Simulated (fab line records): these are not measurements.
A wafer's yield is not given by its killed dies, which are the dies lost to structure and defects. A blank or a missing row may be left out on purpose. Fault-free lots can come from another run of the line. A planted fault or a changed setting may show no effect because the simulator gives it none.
fab line records | flow sky130
record: lots: 6 | wafers: 18 | last_day: 50
route steps=708 shown RES_XHIGH@334 SD_N@342 PAD_OPEN@708
lots with no fault: from the same line, run without faults
start_h: hours from the record's opening day to when the first of the lot's shown wafers began | wait_h: hours from the lot's prior step to this one | " as in the row above | L1.1+2: a row that stands for several wafers | - either no value or no given start | * or withheld: withheld | < > ~ a bound
route shown NAME@n: NAME is a module with steps in the file, n the number in the route of the first one | usual: average and standard deviation across the fault-free wafers | same: alike in all rows | chamber/n: place in a boat | sites: the reading at each site | _std_site: standard deviation across them | _edge_site: inner sites' mean taken away from outer sites' mean | radius_mm: how far each site lies from the wafer's centre | mask NAME#n: copy n | behind: the tool/chamber that last shaped the wafer | hold: why the lot was held/for how many hours/how that ended | device: names the non-switching transistor (n, p or np) | end of line: at the end of the route, the tests of the same wafers | a step with no rows: only its recipe | killed: count of dies lost to structure and defects at first sort (not the wafer's yield) | map: a wafer's dies, x killed, . not, _ none there
set.NAME: setting as actually run; set.NAME@STEP: the setting as run at that earlier step | model.NAME: the simulator's own value behind a step, which no gauge read
lots at some steps of the route; a table a step, a row a wafer
services: the hour from which a tool's chamber was out of use, counted from the record's first day as start_h (under 0 if before that day), plus the number of hours and why
== steps ==
step: SKY_RES_XHIGH_COAT_02
recipe: resist: NOVOLAK | spin_rpm: 3000 | resist_thk_nm: 1140
step: SKY_RES_XHIGH_SOFTBAKE_03
recipe: temp_c: 90 | time_s: 60 | resist: NOVOLAK
step: SKY_RES_XHIGH_EXPOSE_04
recipe: mask_id: URPM | na: 0.6 | source_shape: conventional | sigma_outer: 0.6 | polarization: unpolarized | target_cd_nm: 1270 | dose_mj: 140
step: SKY_RES_XHIGH_PEB_05
recipe: temp_c: withheld | time_s: * | resist: NOVOLAK
step: SKY_RES_XHIGH_DEVELOP_06
recipe: resist: NOVOLAK | developer: TMAH | develop_time_s: 60 | dev_temp_c: 23
step: SKY_RES_XHIGH_IMPLANT_07
recipe: species: BF2 | energy_kev: 20 | dose_cm2: 3.6e+14 | tilt_deg: 0
step: SKY_RES_XHIGH_STRIP_08
recipe: chemistry: O2/N2 | power_w: 1400 | pressure_mtorr: 1500 | platen_temp_c: withheld | o2_flow_sccm: 3000 | n2_flow_sccm: 300 | overash_fraction: 0.5
usual: drypump_motor_current_A: 5.5/0.36 | oes_product_au: 0.712/0.0041 | strip_time_to_endpoint_s: 14.28/0.047
lot.wafer | tool            | chamber | start_h | wait_h | drypump_motor_current_A | oes_product_au | rf_hours_counter_h | strip_time_to_endpoint_s
L380.2    | plasma_asher-04 | 0       | 635.46  | 0.1    | 5.3                     | 0.706          | 94                 | 14.38
L380.4    | "               | 0       | "       | "      | 5.3                     | 0.708          | -                  | 14.36
L380.5    | "               | 0       | "       | "      | 5.3                     | 0.718          | -                  | 14.40
L385.1    | plasma_asher-03 | 0       | 692.88  | 0.1    | 6.4                     | 0.711          | 87                 | 14.29
L385.2    | "               | 1       | "       | "      | 5.4                     | 0.712          | 87                 | 14.29
L385.6    | "               | 1       | "       | "      | 5.3                     | 0.709          | -                  | 14.28
L396.2    | plasma_asher-02 | 1       | 769.86  | 0.1    | 5.4                     | 0.710          | 33                 | 14.30
L396.3    | "               | 0       | "       | "      | 5.5                     | 0.703          | -                  | 14.27
L396.4    | "               | 1       | "       | "      | 5.4                     | 0.705          | -                  | 14.27
L398.1    | plasma_asher-04 | 1       | 786.28  | 0.1    | 5.3                     | 0.712          | 4                  | 14.28
L398.2    | "               | 0       | "       | "      | 5.3                     | 0.713          | 4                  | 14.29
L398.6    | "               | 1       | "       | "      | 5.3                     | 0.713          | -                  | 14.29
L399.1    | plasma_asher-03 | 1       | 788.81  | 0.1    | 5.4                     | 0.715          | 97                 | 14.32
L399.3    | "               | 0       | "       | "      | 6.5                     | 0.712          | -                  | 14.32
L399.5    | "               | 0       | "       | "      | 6.5                     | 0.712          | -                  | 14.31
L400.2    | plasma_asher-02 | 1       | 795.17  | 0.1    | 5.4                     | 0.710          | 36                 | 14.29
L400.4    | "               | 1       | "       | "      | 5.4                     | 0.714          | -                  | 14.32
L400.5    | "               | 1       | "       | "      | 5.4                     | 0.710          | -                  | 14.30
step: SKY_RES_XHIGH_TW_MEAS_09
usual: RES_XHIGH_TW: 1635/11
lot.wafer | tool          | chamber | start_h | wait_h | RES_XHIGH_TW
L380.2    | film_metro-03 | -       | 635.57  | 0.1    | 1668
L380.4    | "             | -       | "       | "      | 1654
L380.5    | "             | -       | "       | "      | 1654
L385.1    | film_metro-04 | -       | 692.98  | 0.1    | 1622
L385.2    | "             | -       | "       | "      | 1626
L385.6    | "             | -       | "       | "      | 1624
L396.2    | film_metro-03 | -       | 769.97  | 0.1    | 1632
L396.3    | "             | -       | "       | "      | 1631
L396.4    | "             | -       | "       | "      | 1630
L398.1    | film_metro-04 | -       | 786.38  | 0.1    | 1636
L398.2    | "             | -       | "       | "      | 1643
L398.6    | "             | -       | "       | "      | 1639
L399.1    | film_metro-04 | -       | 788.91  | 0.1    | 1639
L399.3    | "             | -       | "       | "      | 1622
L399.5    | "             | -       | "       | "      | 1632
L400.2    | film_metro-03 | -       | 795.28  | 0.1    | 1637
L400.4    | "             | -       | "       | "      | 1631
L400.5    | "             | -       | "       | "      | 1638
step: SKY_SD_N_DEHYDRATE_00
recipe: temp_c: 200 | time_s: 60
step: SKY_SD_N_HMDS_01
recipe: prime_time_s: 60 | prime_temp_c: 120
step: SKY_SD_N_COAT_02
recipe: resist: NOVOLAK | spin_rpm: 3000 | resist_thk_nm: 1140
step: SKY_SD_N_SOFTBAKE_03
recipe: temp_c: 90 | time_s: 60 | resist: NOVOLAK
step: SKY_SD_N_EXPOSE_04
recipe: mask_id: NSDM | na: 0.6 | source_shape: conventional | sigma_outer: 0.6 | polarization: unpolarized | target_cd_nm: 380 | dose_mj: 141
usual: exposure_dose_mJ_cm2: 140.97/0.14
lot.wafer | tool             | chamber | start_h | wait_h | mask   | exposure_dose_mJ_cm2
L380.2    | iline_stepper-01 | 0       | 649.24  | -      | NSDM#0 | 140.70
L380.4    | "                | 0       | "       | "      | NSDM#0 | 141.06
L380.5    | "                | 0       | "       | "      | NSDM#0 | 141.07
L385.1    | iline_stepper-02 | 0       | 706.89  | -      | NSDM#0 | 140.98
L385.2    | "                | 0       | "       | "      | NSDM#0 | 140.74
L385.6    | "                | 0       | "       | "      | NSDM#0 | 141.17
L396.2    | iline_stepper-02 | 0       | 783.81  | -      | NSDM#0 | 158.83
L396.3    | "                | 0       | "       | "      | NSDM#0 | 158.80
L396.4    | "                | 0       | "       | "      | NSDM#0 | 158.69
L398.1    | iline_stepper-01 | 0       | 798.96  | -      | NSDM#0 | 140.82
L398.2    | "                | 0       | "       | "      | NSDM#0 | 140.88
L398.6    | "                | 0       | "       | "      | NSDM#0 | 140.99
L399.1    | iline_stepper-02 | 0       | 801.89  | -      | NSDM#0 | 154.74
L399.3    | "                | 0       | "       | "      | NSDM#0 | 154.80
L399.5    | "                | 0       | "       | "      | NSDM#0 | 154.94
L400.2    | iline_stepper-01 | 0       | 808.17  | -      | NSDM#0 | 140.86
L400.4    | "                | 0       | "       | "      | NSDM#0 | 140.85
L400.5    | "                | 0       | "       | "      | NSDM#0 | 141.01
step: SKY_SD_N_PEB_05
recipe: temp_c: withheld | time_s: * | resist: NOVOLAK
step: SKY_SD_N_DEVELOP_06
recipe: resist: NOVOLAK | developer: TMAH | develop_time_s: 60 | dev_temp_c: 23
step: SKY_SD_N_CD_MEAS_07
recipe: target_cd_nm: 380
usual: cd_nm: 379.3/2.3
lot.wafer | tool      | chamber | start_h | wait_h | cd_nm
L380.2    | cd_sem-02 | -       | 663.79  | 0.1    | 375.7
L380.4    | "         | -       | "       | "      | 375.8
L380.5    | "         | -       | "       | "      | 375.2
L385.1    | cd_sem-01 | -       | 720.57  | 0.1    | 381.6
L385.2    | "         | -       | "       | "      | 377.9
L385.6    | "         | -       | "       | "      | 381.3
L396.2    | cd_sem-02 | -       | 795.99  | 0.1    | 414.6
L396.3    | "         | -       | "       | "      | 415.5
L396.4    | "         | -       | "       | "      | 415.1
L398.1    | cd_sem-02 | -       | 812.07  | 0.1    | 380.8
L398.2    | "         | -       | "       | "      | 382.2
L398.6    | "         | -       | "       | "      | 380.1
L399.1    | cd_sem-02 | -       | 814.87  | 0.1    | 409.5
L399.3    | "         | -       | "       | "      | 408.6
L399.5    | "         | -       | "       | "      | 407.2
L400.2    | cd_sem-01 | -       | 820.69  | 0.1    | 379.9
L400.4    | "         | -       | "       | "      | 379.2
L400.5    | "         | -       | "       | "      | 377.8
step: SKY_SD_N_OVL_MEAS_08
usual: SD_N_OVL: 0.5/1.3
lot.wafer | tool       | chamber | start_h | wait_h | SD_N_OVL[nm]
L380.2    | overlay-02 | -       | 663.89  | 0.1    | -0.4
L380.4    | "          | -       | "       | "      | 0.0
L380.5    | "          | -       | "       | "      | 0.1
L385.1    | overlay-02 | -       | 720.69  | 0.1    | 2.0
L385.2    | "          | -       | "       | "      | 2.3
L385.6    | "          | -       | "       | "      | 3.8
L396.2    | overlay-01 | -       | 796.09  | 0.1    | 1.8
L396.3    | "          | -       | "       | "      | 1.5
L396.4    | "          | -       | "       | "      | 2.4
L398.1    | overlay-02 | -       | 812.19  | 0.1    | -0.1
L398.2    | "          | -       | "       | "      | 1.7
L398.6    | "          | -       | "       | "      | -0.5
L399.1    | overlay-01 | -       | 814.99  | 0.1    | 0.3
L399.3    | "          | -       | "       | "      | 1.6
L399.5    | "          | -       | "       | "      | -0.3
L400.2    | overlay-01 | -       | 820.79  | 0.1    | 0.3
L400.4    | "          | -       | "       | "      | -1.1
L400.5    | "          | -       | "       | "      | 0.0
step: SKY_PAD_OPEN_PROBE_99
usual: killed_at_M0_to_M3: 42/6.1 | killed_at_M4_up: 3.4/2 | killed_at_contacts: 23/4.8 | killed_at_front_end: 15/3.8 | killed_at_other: 0.3/0.48 | killed_dies: 84/8.5 | killed_on_rim: 16/3.9 | killed_open: 46/6.8 | killed_short: 38/6.2
same: gross_dies: 492 | killed_at_back_side: 0
lot.wafer | tool      | chamber | start_h | wait_h | killed_at_M0_to_M3 | killed_at_M4_up | killed_at_contacts | killed_at_front_end | killed_at_other | killed_dies | killed_on_rim | killed_open | killed_short
L380.2    | prober-02 | -       | 1089.94 | 0.1    | 48                 | 5               | 21                 | 21                  | 1               | 96          | 19            | 40          | 56
L380.4    | prober-02 | -       | 1090.04 | 0.2    | 45                 | 6               | 22                 | 11                  | 0               | 84          | 21            | 44          | 40
L380.5    | prober-02 | -       | 1090.09 | 0.2    | 32                 | 2               | 34                 | 15                  | 0               | 83          | 12            | 47          | 36
L385.1    | prober-01 | -       | 1131.99 | 0.1    | 45                 | 2               | 24                 | 21                  | 1               | 93          | 13            | 47          | 45
L385.2    | prober-01 | -       | 1132.04 | 0.1    | 49                 | 3               | 26                 | 11                  | 0               | 89          | 23            | 51          | 37
L385.6    | prober-01 | -       | 1132.24 | 0.2    | 30                 | 3               | 26                 | 16                  | 0               | 75          | 11            | 36          | 37
L396.2    | prober-01 | -       | 1183.69 | 0.1    | 43                 | 4               | 31                 | 14                  | 0               | 92          | 23            | 56          | 36
L396.3    | prober-01 | -       | 1183.74 | 0.2    | 35                 | 2               | 30                 | 12                  | 0               | 79          | 16            | 39          | 40
L396.4    | prober-01 | -       | 1183.79 | 0.2    | 40                 | 10              | 20                 | 12                  | 0               | 82          | 11            | 41          | 41
L398.1    | prober-01 | -       | 1192.17 | 0.1    | 39                 | 4               | 16                 | 11                  | 0               | 70          | 8             | 40          | 30
L398.2    | prober-01 | -       | 1192.22 | 0.1    | 41                 | 1               | 25                 | 16                  | 0               | 83          | 17            | 35          | 48
L398.6    | prober-01 | -       | 1192.42 | 0.2    | 47                 | 4               | 25                 | 20                  | 1               | 97          | 21            | 53          | 43
L399.1    | prober-02 | -       | 1194.33 | 0.1    | 41                 | 8               | 21                 | 13                  | 0               | 83          | 19            | 45          | 38
L399.3    | prober-02 | -       | 1194.43 | 0.2    | 54                 | 6               | 19                 | 11                  | 0               | 90          | 20            | 44          | 46
L399.5    | prober-02 | -       | 1194.53 | 0.2    | 44                 | 3               | 14                 | 17                  | 0               | 78          | 12            | 40          | 38
L400.2    | prober-01 | -       | 1198.08 | 0.1    | 41                 | 1               | 20                 | 21                  | 0               | 83          | 18            | 45          | 38
L400.4    | prober-01 | -       | 1198.18 | 0.2    | 45                 | 2               | 25                 | 15                  | 1               | 88          | 21            | 43          | 44
L400.5    | prober-01 | -       | 1198.23 | 0.2    | 39                 | 2               | 25                 | 19                  | 0               | 85          | 13            | 42          | 42
killed by level:class
L380.2 METAL1:geometric_particle:short=11 POLY_GATE:geometric_particle:short=8 VIA2:geometric_particle:open=8 VIA1:geometric_particle:short=8 LI_CONTACT:geometric_particle:open=6 METAL2:geometric_particle:short=6 CONTACT:geometric_particle:open=6 VIA1:geometric_particle:open=6
L380.4 CONTACT:geometric_particle:open=9 VIA1:geometric_particle:open=9 VIA3:geometric_particle:open=8 METAL2:geometric_particle:short=6 METAL1:geometric_particle:short=6 LOCAL_INTERCONNECT:geometric_particle:short=5 FIELD_ISO:geometric_particle:short=4 LI_CONTACT:geometric_particle:open=4
L380.5 CONTACT:geometric_particle:open=14 METAL2:geometric_particle:short=8 LI_CONTACT:geometric_particle:open=8 LI_CONTACT:geometric_particle:short=5 VIA3:geometric_particle:open=5 POLY_GATE:geometric_particle:short=4 VIA2:geometric_particle:open=4 FIELD_ISO:geometric_particle:short=3
L385.1 CONTACT:geometric_particle:open=11 VIA3:geometric_particle:open=8 POLY_GATE:geometric_particle:short=7 VIA1:geometric_particle:open=7 METAL2:geometric_particle:short=6 POLY_GATE:geometric_particle:open=5 CONTACT:geometric_particle:short=5 VIA3:geometric_particle:short=5
L385.2 VIA1:geometric_particle:open=12 CONTACT:geometric_particle:open=9 VIA2:geometric_particle:open=9 LI_CONTACT:geometric_particle:open=7 LOCAL_INTERCONNECT:geometric_particle:short=5 METAL1:geometric_particle:short=5 VIA1:geometric_particle:short=5 FIELD_ISO:geometric_particle:open=4
L385.6 VIA1:geometric_particle:open=9 LI_CONTACT:geometric_particle:open=8 CONTACT:geometric_particle:open=8 CONTACT:geometric_particle:short=7 FIELD_ISO:geometric_particle:short=4 METAL1:geometric_particle:short=4 METAL2:geometric_particle:short=4 VIA3:geometric_particle:short=4
L396.2 VIA1:geometric_particle:open=18 CONTACT:geometric_particle:open=12 LI_CONTACT:geometric_particle:open=7 VIA3:geometric_particle:open=6 LI_CONTACT:geometric_particle:short=5 METAL1:geometric_particle:short=5 POLY_GATE:geometric_particle:short=4 CONTACT:geometric_particle:short=4
L396.3 CONTACT:geometric_particle:open=8 VIA3:geometric_particle:open=8 LI_CONTACT:geometric_particle:open=6 LOCAL_INTERCONNECT:geometric_particle:short=6 CONTACT:geometric_particle:short=6 VIA1:geometric_particle:short=5 VIA2:geometric_particle:open=5 LI_CONTACT:geometric_particle:short=4
L396.4 METAL2:geometric_particle:short=11 LI_CONTACT:geometric_particle:open=9 VIA1:geometric_particle:open=9 VIA2:geometric_particle:open=8 METAL4:geometric_particle:short=6 METAL1:geometric_particle:short=5 LI_CONTACT:geometric_particle:short=4 CONTACT:geometric_particle:open=4
L398.1 VIA1:geometric_particle:open=12 CONTACT:geometric_particle:open=7 VIA2:geometric_particle:short=6 FIELD_ISO:geometric_particle:open=5 METAL2:geometric_particle:short=4 METAL1:geometric_particle:short=4 FIELD_ISO:geometric_particle:short=3 LI_CONTACT:geometric_particle:open=3
L398.2 VIA1:geometric_particle:short=8 LI_CONTACT:geometric_particle:open=7 CONTACT:geometric_particle:open=7 METAL2:geometric_particle:short=7 LOCAL_INTERCONNECT:geometric_particle:short=6 FIELD_ISO:geometric_particle:short=5 METAL1:geometric_particle:short=5 VIA2:geometric_particle:open=5
L398.6 VIA1:geometric_particle:open=15 VIA2:geometric_particle:open=10 CONTACT:geometric_particle:open=7 FIELD_ISO:geometric_particle:open=6 CONTACT:geometric_particle:short=6 LOCAL_INTERCONNECT:geometric_particle:short=6 POLY_GATE:geometric_particle:short=5 LI_CONTACT:geometric_particle:short=4
L399.1 VIA1:geometric_particle:open=9 VIA3:geometric_particle:open=7 LI_CONTACT:geometric_particle:open=6 CONTACT:geometric_particle:short=6 CONTACT:geometric_particle:open=6 VIA2:geometric_particle:open=6 FIELD_ISO:geometric_particle:short=5 POLY_GATE:geometric_particle:short=5
L399.3 VIA3:geometric_particle:open=13 METAL1:geometric_particle:short=8 METAL2:geometric_particle:short=8 VIA1:geometric_particle:open=7 VIA2:geometric_particle:open=7 VIA1:geometric_particle:short=6 CONTACT:geometric_particle:open=5 LOCAL_INTERCONNECT:geometric_particle:short=5
L399.5 VIA1:geometric_particle:open=10 VIA2:geometric_particle:open=8 VIA3:geometric_particle:open=6 CONTACT:geometric_particle:open=6 METAL1:geometric_particle:short=5 METAL2:geometric_particle:short=5 FIELD_ISO:geometric_particle:short=4 POLY_GATE:geometric_particle:open=4
L400.2 VIA1:geometric_particle:open=9 FIELD_ISO:geometric_particle:short=8 METAL2:geometric_particle:short=7 VIA2:geometric_particle:open=7 FIELD_ISO:geometric_particle:open=6 CONTACT:geometric_particle:open=6 LI_CONTACT:geometric_particle:open=5 VIA3:geometric_particle:open=5
L400.4 VIA3:geometric_particle:open=9 CONTACT:geometric_particle:open=8 LOCAL_INTERCONNECT:geometric_particle:short=7 VIA1:geometric_particle:open=6 VIA2:geometric_particle:short=6 VIA2:geometric_particle:open=6 LI_CONTACT:geometric_particle:open=5 FIELD_ISO:geometric_particle:open=4
L400.5 CONTACT:geometric_particle:open=10 METAL1:geometric_particle:short=9 VIA3:geometric_particle:open=7 CONTACT:geometric_particle:short=6 VIA2:geometric_particle:open=6 VIA1:geometric_particle:open=6 LI_CONTACT:geometric_particle:open=5 FIELD_ISO:geometric_particle:short=4
== services ==
tool             | chamber | start_h | hours | kind
iline_stepper-02 | -       | 614.93  | 1.7   | pm
iline_stepper-01 | 0       | 652.39  | -     | calibration
plasma_asher-04  | -       | 654.46  | 0.6   | repair
plasma_asher-04  | -       | 702.76  | 2.8   | pm
iline_stepper-02 | 0       | 703.76  | -     | calibration
plasma_asher-04  | -       | 733.75  | 9.0   | pm
plasma_asher-04  | 0       | 733.75  | 9.0   | vent_cycle
plasma_asher-04  | 1       | 733.75  | 9.0   | vent_cycle
iline_stepper-01 | -       | 734.66  | 2.1   | pm
iline_stepper-01 | -       | 736.74  | -     | consumable_replace:lamp
iline_stepper-02 | -       | 739.08  | 1.6   | repair
plasma_asher-04  | 0       | 742.75  | -     | clean
plasma_asher-04  | 1       | 742.75  | -     | clean
plasma_asher-04  | -       | 750.63  | 6.0   | repair
plasma_asher-03  | -       | 768.12  | 8.2   | repair
iline_stepper-02 | -       | 769.33  | 2.1   | pm
iline_stepper-02 | -       | 771.42  | -     | consumable_replace:lamp
plasma_asher-03  | -       | 783.98  | 2.8   | pm
== key ==
first_sign: step: SKY_SD_N_EXPOSE_04 | reading: exposure_dose_mJ_cm2 | direction: up | sigmas: 99+ | usual: * | struck: *
effect: step: SKY_SD_N_CD_MEAS_07 | reading: cd_nm | direction: up | sigmas: 14 | usual: 379.3 | struck: 411.7 | through: control_loop
met_at SKY_SD_N_EXPOSE_04
struck_wafers L396.2,L396.3,L396.4,L399.1,L399.3,L399.5
tester_left_out L396,L399
loop_trim: step: SKY_SD_N_EXPOSE_04 | setting: dose | lots: L399
onset_between 706.89 783.81
fault: kind: process_parameter_drift | tool: iline_stepper-02 | chamber: - | onset_h: 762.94 | steps: SKY_SD_N_EXPOSE_04 | channel: dose_mj | offset: 17.537 | shape: step | acts_in: these_recipes_only | stated: 141
tester_left_out: of these lots the tester's yield and bins aren't shown, on N5 and GAA mostly nor the transistor test; their killed dies are dies lost to structure and defects alone, not to doping, threshold or leakage, so they don't give the yield
loop_trim: a control loop set the setting to another value than it would have without faults
